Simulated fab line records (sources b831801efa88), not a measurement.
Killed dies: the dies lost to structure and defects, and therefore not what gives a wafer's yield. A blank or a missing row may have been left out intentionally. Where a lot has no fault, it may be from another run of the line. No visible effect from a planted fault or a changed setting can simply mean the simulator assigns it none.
fab line records ; flow sfq_line
[record] lots = 6; wafers = 18; last_day = 97
route steps=325 shown M3@129 I3@133
lots untouched by any fault: they come from a run of this same line in which no faults occurred
start_h: start of the lot's first displayed wafer, in hours after the record's first day ; wait_h: how many hours have passed since the lot's step before this one ; " unchanged from the row above ; L1.1+2: one row covering several wafers at once ; - no value present, or no start provided ; * or withheld: withheld ; < > ~ a bound
route shown NAME@n: names a module that has steps shown in the file, with the first one's number in the route ; usual: mean and standard deviation over wafers with no fault ; same: alike in all rows ; chamber/n: place in a boat ; sites: each site's reading ; _std_site: the values' standard deviation ; _edge_site: the outer-site mean with the inner-site mean subtracted ; radius_mm: how far each site lies from the wafer's centre ; mask NAME#n: copy n ; behind: the most recent tool/chamber to have shaped the wafer ; hold: reason for holding the lot/hours on hold/outcome of the hold ; device: which transistor (n, p or np) failed to switch ; end of line: the same wafers' tests at the end of the route ; a step with no rows: only its recipe ; killed: the dies lost at the first sort to structure and to defects; this is not the yield of the wafer ; map: a wafer's dies, marking killed ones x, the rest . and places with no die _
set.NAME: the setting that was run; set.NAME@STEP: the one run at that earlier step ; model.NAME: the simulator's own value behind a step, which no gauge read
certain route steps with their lots: each step a table, each wafer a row
services: from which hour (start_h, from the record's first day; less than 0 if before it) a tool's chamber was out of use, for how many hours, and why
[[steps]]
[step SFQ_TRILAYER_M3_BARC_OPEN_METAL_ETCH_100]
[recipe] mask_material = PR; chemistry = O2; target_depth_nm = 125; target = BARC; icp_w = 600; bias_w = 80; pressure_mtorr = 10; time_s = 41.7
[usual] chamber_pressure_mTorr = 10.000/0.01; drypump_motor_current_A = 5.6/0.44; oes_product_au = 0.686/0.0044
lot.wafer;tool;chamber;start_h;wait_h;chamber_pressure_mTorr;drypump_motor_current_A;oes_product_au;rf_hours_counter_h
L624.3;rie_metal-01;0;1094.86;0.0;9.998;5.9;0.685;-
L624.4;rie_metal-01;1;1094.86;0.0;10.010;5.4;0.690;-
L624.6;rie_metal-01;0;1094.86;0.0;10.006;5.9;0.687;-
L634.1;rie_metal-04;1;1217.18;0.0;9.996;6.2;0.686;109
L634.2;rie_metal-04;0;1217.18;0.0;10.002;5.5;0.692;50
L634.6;rie_metal-04;1;1217.18;0.0;9.995;6.2;0.689;-
L635.3;rie_metal-03;0;1222.00;0.0;10.007;5.6;0.680;-
L635.5;rie_metal-03;1;1222.00;0.0;9.998;4.8;0.687;-
L635.6;rie_metal-03;0;1222.00;0.0;9.986;5.6;0.683;-
L639.1;rie_metal-04;0;1273.63;0.0;9.996;5.5;0.687;57
L639.2;rie_metal-04;1;1273.63;0.0;9.998;6.2;0.683;115
L639.4;rie_metal-04;1;1273.63;0.0;10.068;6.2;0.688;-
L645.2;rie_metal-01;0;1308.89;0.0;9.992;5.9;0.684;34
L645.3;rie_metal-01;1;1308.89;0.0;9.989;5.4;0.681;-
L645.4;rie_metal-01;0;1308.89;0.0;10.009;5.9;0.685;-
L646.2;rie_metal-03;0;1314.47;0.0;10.009;5.5;0.685;92
L646.3;rie_metal-03;0;1314.47;0.0;10.000;5.5;0.688;-
L646.5;rie_metal-03;0;1314.47;0.0;9.989;5.6;0.685;-
[step SFQ_TRILAYER_M3_ETCH_METAL_ETCH_078]
[recipe] target = Nb; stop_on = SiO2; mask_material = PR; chemistry = Cl2/Ar; target_depth_nm = 240; icp_w = 600; bias_w = 80; pressure_mtorr = 10; time_s = 120
[usual] chamber_pressure_mTorr = 9.999/0.0094; drypump_motor_current_A = 5.6/0.44; oes_product_au = 0.905/0.0065
lot.wafer;tool;chamber;start_h;wait_h;chamber_pressure_mTorr;drypump_motor_current_A;oes_product_au;rf_hours_counter_h
L624.3;rie_metal-01;0;1094.95;0.1;9.993;5.9;0.917;-
L624.4;rie_metal-01;1;1094.95;0.1;10.001;5.4;0.915;-
L624.6;rie_metal-01;0;1094.95;0.1;9.982;5.9;0.907;-
L634.1;rie_metal-04;1;1217.24;0.0;9.996;6.2;0.912;109
L634.2;rie_metal-04;0;1217.24;0.0;10.004;5.5;0.900;50
L634.6;rie_metal-04;1;1217.24;0.0;10.019;6.2;0.914;-
L635.3;rie_metal-03;0;1222.08;0.1;10.003;5.5;0.898;-
L635.5;rie_metal-03;1;1222.08;0.1;10.006;4.9;0.896;-
L635.6;rie_metal-03;0;1222.08;0.1;9.989;5.5;0.898;-
L639.1;rie_metal-04;0;1273.69;0.0;10.004;5.6;0.901;57
L639.2;rie_metal-04;1;1273.69;0.0;10.012;6.2;0.896;115
L639.4;rie_metal-04;1;1273.69;0.0;9.994;6.2;0.903;-
L645.2;rie_metal-01;0;1308.94;0.0;10.020;5.9;0.900;34
L645.3;rie_metal-01;1;1308.94;0.0;9.981;5.4;0.913;-
L645.4;rie_metal-01;0;1308.94;0.0;9.992;5.9;0.901;-
L646.2;rie_metal-03;0;1314.53;0.0;10.015;5.5;0.904;92
L646.3;rie_metal-03;0;1314.53;0.0;9.989;5.5;0.909;-
L646.5;rie_metal-03;0;1314.53;0.0;10.003;5.5;0.906;-
[step SFQ_TRILAYER_M3_STRIP_STRIP_079]
[recipe] gas = O2; power_w = 200; platen_temp_c = 40; overash_fraction = 0.65; chemistry = O2; pressure_mtorr = 50
[usual] chamber_pressure_mTorr = 50.00/0.043; drypump_motor_current_A = 5.6/0.44; oes_product_au = 0.999/0.008
lot.wafer;tool;chamber;start_h;wait_h;chamber_pressure_mTorr;drypump_motor_current_A;oes_product_au;rf_hours_counter_h
L624.3;rie_metal-01;0;1095.23;0.2;49.98;5.9;0.988;-
L624.4;rie_metal-01;1;1095.23;0.2;50.00;5.4;0.981;-
L624.6;rie_metal-01;0;1095.23;0.2;49.99;5.9;0.997;-
L634.1;rie_metal-04;1;1217.37;0.1;50.02;6.2;1.005;109
L634.2;rie_metal-04;0;1217.37;0.1;49.95;5.5;1.011;50
L634.6;rie_metal-04;1;1217.37;0.1;49.97;6.2;1.007;-
L635.3;rie_metal-03;0;1222.37;0.2;49.99;5.6;1.000;-
L635.5;rie_metal-03;1;1222.37;0.2;50.05;4.8;0.990;-
L635.6;rie_metal-03;0;1222.37;0.2;50.08;5.6;0.997;-
L639.1;rie_metal-04;0;1273.82;0.1;50.01;5.5;1.003;57
L639.2;rie_metal-04;1;1273.82;0.1;49.94;6.2;0.998;115
L639.4;rie_metal-04;1;1273.82;0.1;50.00;6.2;1.000;-
L645.2;rie_metal-01;0;1309.07;0.1;50.06;5.9;1.004;34
L645.3;rie_metal-01;1;1309.07;0.1;50.04;5.4;0.999;-
L645.4;rie_metal-01;0;1309.07;0.1;49.97;5.9;1.009;-
L646.2;rie_metal-03;0;1314.65;0.1;49.96;5.5;0.998;92
L646.3;rie_metal-03;0;1314.65;0.1;50.02;5.5;1.006;-
L646.5;rie_metal-03;0;1314.65;0.1;49.94;5.5;0.997;-
[step SFQ_TRILAYER_M3_STRIP_SOLV_CLEAN_080]
[recipe] chemistry = NMP; temp_c = 70; time_s = 600
[step SFQ_TRILAYER_I3_DEP_PECVD_081]
[recipe] material = SiO2; temp_c = 150; time_s = 111.11; pressure_torr = 2.4; rf_w = 183.3; precursor = SiH4/N2O; target_thk_nm = 500
[usual] heater_power_outer_w = 27/7.3; heater_power_w = 75/11; throttle_valve_pct = 24.8/1.4
lot.wafer;tool;chamber;start_h;wait_h;heater_power_outer_w;heater_power_w;throttle_valve_pct
L624.3;pecvd-01;1;1095.98;0.0;20;72;24.5
L624.4;pecvd-01;1;1095.98;0.0;23;75;24.0
L624.6;pecvd-01;0;1095.98;0.0;15;55;26.0
L634.1;pecvd-03;2;1218.14;0.0;20;64;25.0
L634.2;pecvd-03;0;1218.14;0.0;30;81;22.1
L634.6;pecvd-03;1;1218.14;0.0;22;69;23.2
L635.3;pecvd-03;0;1222.94;0.0;31;82;22.2
L635.5;pecvd-03;2;1222.94;0.0;18;62;24.9
L635.6;pecvd-03;1;1222.94;0.0;25;74;23.6
L639.1;pecvd-02;2;1274.59;0.0;29;75;24.2
L639.2;pecvd-02;1;1274.59;0.0;32;86;26.2
L639.4;pecvd-02;2;1274.59;0.0;33;78;24.0
L645.2;pecvd-03;0;1309.84;0.0;26;76;22.1
L645.3;pecvd-03;1;1309.84;0.0;22;72;23.8
L645.4;pecvd-03;1;1309.84;0.0;25;70;23.7
L646.2;pecvd-01;2;1315.43;0.0;26;68;27.1
L646.3;pecvd-01;0;1315.43;0.0;22;65;26.9
L646.5;pecvd-01;2;1315.43;0.0;16;56;26.8
[step SFQ_TRILAYER_I3_CMP_CMP_082]
[recipe] material = SiO2; down_force_psi = 3; platen_rpm = 60; pad_velocity_m_s = 0.94248
[usual] motor_current_A = 10.4/1.1; platen_rpm = 60.00/0.038; time_to_endpoint_s = 217/6.5
lot.wafer;tool;chamber;start_h;wait_h;motor_current_A;platen_rpm;time_to_endpoint_s
L624.3;cmp-01;3;1097.46;1.4;9.8;60.03;210
L624.4;cmp-01;0;1097.46;1.4;10.2;59.99;217
L624.6;cmp-01;2;1098.96;2.9;11.8;59.99;224
L634.1;cmp-02;0;1219.52;1.3;9.0;59.97;210
L634.2;cmp-02;1;1219.52;1.3;10.1;59.96;218
L634.6;cmp-02;3;1221.02;2.8;12.2;59.97;217
L635.3;cmp-02;3;1225.52;2.5;12.2;60.01;202
L635.6;cmp-02;2;1227.02;4.0;10.2;59.98;217
L635.5;cmp-02;3;1227.02;4.0;12.3;60.02;216
L639.1;cmp-01;2;1275.17;0.5;11.9;60.01;209
L639.2;cmp-01;3;1275.17;0.5;9.2;60.00;213
L639.4;cmp-01;0;1275.17;0.5;9.8;59.98;217
L645.3;cmp-02;0;1311.16;1.3;8.7;60.05;229
L645.4;cmp-02;1;1311.16;1.3;10.3;60.04;227
L645.2;cmp-02;2;1311.16;1.3;10.2;60.03;216
L646.3;cmp-02;0;1315.51;0.0;8.9;59.92;224
L646.2;cmp-02;3;1317.12;1.7;12.3;60.03;216
L646.5;cmp-02;0;1317.12;1.7;9.4;59.98;230
[step SFQ_I3_BOW_MEAS_922]
[recipe] mode = bow
[usual] I3_BOW = 5/8.8
lot.wafer;tool;chamber;start_h;wait_h;I3_BOW[um]
L624.3;film_metro-03;-;1100.00;2.0;12
L624.4;film_metro-03;-;1100.00;2.0;23
L624.6;film_metro-03;-;1100.00;2.0;26
L634.1;film_metro-01;-;1222.02;2.0;2
L634.2;film_metro-01;-;1222.02;2.0;12
L634.6;film_metro-01;-;1222.02;2.0;1
L635.3;film_metro-01;-;1228.06;2.0;-1
L635.5;film_metro-01;-;1228.06;2.0;8
L635.6;film_metro-01;-;1228.06;2.0;-3
L639.1;film_metro-04;-;1277.67;2.0;12
L639.2;film_metro-04;-;1277.67;2.0;12
L639.4;film_metro-04;-;1277.67;2.0;5
L645.2;film_metro-01;-;1314.18;1.5;11
L645.3;film_metro-01;-;1314.18;1.5;15
L645.4;film_metro-01;-;1314.18;1.5;14
L646.2;film_metro-01;-;1318.76;1.1;8
L646.3;film_metro-01;-;1318.76;1.1;13
L646.5;film_metro-01;-;1318.76;1.1;18
[step SFQ_TRILAYER_I3_METRO_MEASURE_083]
[step SFQ_TRILAYER_I3_VIA_LITHO_COAT_090]
[recipe] resist = BARC; spin_rpm = 3000; resist_thk_nm = 62
[step SFQ_TRILAYER_I3_VIA_LITHO_COAT_085]
[recipe] resist = KrF; spin_rpm = 3000; resist_thk_nm = 661.6
[step SFQ_TRILAYER_I3_VIA_LITHO_SOFTBAKE_089]
[recipe] temp_c = withheld; time_s = withheld; resist = KrF
[step SFQ_TRILAYER_I3_VIA_LITHO_EXPOSE_086]
[recipe] mask_id = I3; na = 0.6; source_shape = conventional; sigma_outer = 0.65; target_cd_nm = 500; dose_mj = 21.3
[step SFQ_TRILAYER_I3_VIA_LITHO_PEB_088]
[recipe] peb_temp_c = 115; peb_time_s = 60; resist = KrF
[usual] heater_power_total_W = 79.15/0.073; plate_temp_C = 115.07/0.13
lot.wafer;tool;chamber;start_h;wait_h;heater_power_total_W;plate_temp_C
L624.3;litho_track-04;0;1130.90;0.7;79.06;115.03
L624.4;litho_track-04;0;1130.90;0.7;79.21;115.05
L624.6;litho_track-04;0;1130.90;0.7;79.16;114.91
L634.1;litho_track-03;0;1368.34;1.0;75.84;111.42
L634.2;litho_track-03;0;1368.34;1.0;75.93;111.51
L634.6;litho_track-03;0;1368.34;1.0;75.69;111.32
L635.3;litho_track-03;0;1374.39;0.7;75.88;111.58
L635.5;litho_track-03;0;1374.39;0.7;75.90;111.37
L635.6;litho_track-03;0;1374.39;0.7;75.95;111.35
L639.1;litho_track-04;0;1424.87;1.0;79.09;115.22
L639.2;litho_track-04;0;1424.87;1.0;78.95;115.12
L639.4;litho_track-04;0;1424.87;1.0;79.19;115.14
L645.2;litho_track-03;0;1458.08;0.8;79.14;114.98
L645.3;litho_track-03;0;1458.08;0.8;79.22;115.07
L645.4;litho_track-03;0;1458.08;0.8;78.98;114.97
L646.2;litho_track-02;0;1462.88;0.8;79.14;114.94
L646.3;litho_track-02;0;1462.88;0.8;79.27;114.78
L646.5;litho_track-02;0;1462.88;0.8;79.12;115.03
[step SFQ_TRILAYER_I3_VIA_LITHO_DEVELOP_087]
[recipe] time_s = 60; resist = KrF
[[services]]
tool;chamber;start_h;hours;kind
rie_metal-01;-;1071.12;0.8;repair
cmp-01;-;1071.27;1.9;repair
cmp-02;-;1075.39;5.9;pm
cmp-02;-;1091.56;4.0;pm
cmp-01;-;1091.61;0.4;repair
cmp-01;-;1107.48;0.3;repair
pecvd-03;-;1113.02;0.7;repair
pecvd-03;-;1129.71;1.3;repair
cmp-02;-;1138.63;1.0;repair
rie_metal-01;1;1138.92;8.7;repair
rie_metal-01;-;1163.17;0.1;repair
cmp-01;-;1173.15;1.4;repair
rie_metal-03;-;1176.46;2.8;pm
rie_metal-01;-;1189.04;1.4;pm
pecvd-03;-;1194.53;5.5;pm
rie_metal-04;0;1195.77;11.2;repair
cmp-02;-;1199.33;3.7;pm
rie_metal-03;-;1200.11;1.3;repair
cmp-02;-;1260.49;0.8;repair
cmp-02;-;1319.62;0.5;repair
rie_metal-04;-;1393.88;1.0;repair
cmp-02;-;1425.44;0.4;repair
cmp-02;-;1432.84;4.0;pm
cmp-02;-;1443.93;6.9;pm
[[key]]
[first_sign] step = SFQ_TRILAYER_I3_VIA_LITHO_PEB_088; reading = heater_power_total_W; direction = down; sigmas = 45; usual = 79.15; struck = 75.87
[effect] step = SFQ_TRILAYER_I3_VIA_LITHO_PEB_088; reading = plate_temp_C; direction = down; sigmas = 29; usual = *; struck = *
met_at SFQ_TRILAYER_I3_VIA_LITHO_PEB_088
struck_wafers L634.1,L634.2,L634.6,L635.3,L635.5,L635.6
[fault] kind = process_parameter_drift; tool = litho_track-03; chamber = -; onset_h = 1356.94; steps = SFQ_TRILAYER_I3_VIA_LITHO_PEB_088; channel = peb_temp_c; offset = *; shape = step; end_h = 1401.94; acts_in = *; stated = *
